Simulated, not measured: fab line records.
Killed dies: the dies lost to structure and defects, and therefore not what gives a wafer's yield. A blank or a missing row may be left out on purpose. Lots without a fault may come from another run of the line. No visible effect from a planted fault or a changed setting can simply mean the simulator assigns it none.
A lot that was struck, set against a sound lot / flow sfq_line / 14 steps out of a route of 325
Sound: wafers L876.2, L876.4, L876.5. Struck: wafer L869.3 (L869.2, L869.4, from the same lot, were not struck and are left out); the cause is given at the end.
For every step that has rows: the tool of each side, followed by ch and its chambers, followed by its first start. Under that, the readings that differ: sound wafers / struck wafers / difference of the means / sigmas: that difference in standard deviations of wafers without a fault.
alike: a reading whose means differ by less than 2 such deviations, as well as words and numbers matching on both sides. not compared: withheld readings; readings where some wafer has no value; bounds like >300 that might hide an equal value; numbers whose values overlap and for which the record gives no deviation.
A row with sigmas, a row that says differs or no value, or rows on one side alone: a step with any of these is where the two part. When numbers do not overlap yet have no deviation, they are printed without sigmas and do not part them. Lack of a reading on every wafer of one side parts them only where that side has two or more wafers.

SFQ_TRILAYER_R5_BARC_OPEN_METAL_ETCH_177: etches BARC in O2, target depth 125 nm, time 41.7 s.
  sound on rie_metal-01 ch 0,1, day 70 00:33; struck on rie_metal-01 ch 1, day 67 02:38
  alike: drypump_motor_current_A, oes_product_au, rf_fwd_power_W
  not compared: rf_hours_counter_h
SFQ_TRILAYER_R5_ETCH_METAL_ETCH_139: etches the open film in Cl2, stops on SiO2, target depth 60 nm, time 40 s.
  sound on rie_metal-01 ch 0,1, day 70 00:37; struck on rie_metal-01 ch 1, day 67 02:41
  alike: drypump_motor_current_A, oes_product_au, rf_fwd_power_W
  not compared: rf_hours_counter_h
SFQ_TRILAYER_R5_STRIP_STRIP_140: strips in O2.
  sound on rie_metal-01 ch 0,1, day 70 00:40; struck on rie_metal-01 ch 1, day 67 02:45
  alike: drypump_motor_current_A, oes_product_au
  not compared: rf_hours_counter_h
then, 1 step without rows for these wafers: SFQ_TRILAYER_R5_STRIP_SOLV_CLEAN_141 (cleans in NMP, time 600 s).
SFQ_TRILAYER_A5C_DEP_PECVD_142: deposits SiO2 from SiH4/N2O, time 15.556 s, target thk 70 nm.
  sound on pecvd-02 ch 0,1, day 70 01:26; struck on pecvd-01 ch 0, day 67 03:32
  alike: heater_power_w, rf_fwd_power_W, showerhead_vpp_V, throttle_valve_pct
then, 6 steps without rows for these wafers: SFQ_TRILAYER_I5_LITHO_COAT_149 (resist thk 62 nm); SFQ_TRILAYER_I5_LITHO_COAT_144 (resist thk 650 nm); SFQ_TRILAYER_I5_LITHO_SOFTBAKE_148; SFQ_TRILAYER_I5_LITHO_EXPOSE_145 (exposes mask I5, target cd 700 nm); SFQ_TRILAYER_I5_LITHO_PEB_147 (peb time 60 s); SFQ_TRILAYER_I5_LITHO_DEVELOP_146 (time 60 s).
-- the record jumps here: 5 days lie between the struck wafers' starts before and after --
SFQ_I5_OVL_MEAS_936:
  sound on overlay-01, day 75 04:09; struck on overlay-02, day 72 13:38
  alike: I5_OVL
SFQ_TRILAYER_I5_BARC_OPEN_VIA_ETCH_200: etches BARC in O2, target depth 125 nm, time 41.7 s.
  sound on rie_diel-01 ch 0,1,3, day 75 04:11; struck on rie_diel-01 ch 3, day 72 13:40
reading=rf_fwd_power_W (W); sound=495.3 493.9 495.4; struck=414.9; difference=-80.0; sigmas=-44
reading=model.KrF_of_TRILAYER_I5_LITHO_COAT_144.thk_nm (nm); sound=573.5 572.7 573.7; struck=581.9; difference=+8.6; sigmas=
  alike: drypump_motor_current_A, oes_product_au
  not compared: rf_hours_counter_h
SFQ_TRILAYER_I5_ETCH_VIA_ETCH_147: etches the open film in CHF3, stops on Nb, target depth 360 nm.
  sound on rie_diel-01 ch 0,1,3, day 75 04:13; struck on rie_diel-01 ch 3, day 72 13:42
reading=rf_fwd_power_W (W); sound=500.9 501.3 498.5; struck=495.5; difference=-4.7; sigmas=-3
  alike: drypump_motor_current_A, oes_product_au

## WHERE THEY PART
Earliest at SFQ_TRILAYER_I5_BARC_OPEN_VIA_ETCH_200; latest, in this record, at SFQ_TRILAYER_I5_ETCH_VIA_ETCH_147.

WHY: whatever the simulator had introduced
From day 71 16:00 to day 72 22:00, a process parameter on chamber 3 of rie_diel-01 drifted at SFQ_TRILAYER_I5_BARC_OPEN_VIA_ETCH_200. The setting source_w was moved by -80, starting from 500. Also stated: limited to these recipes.
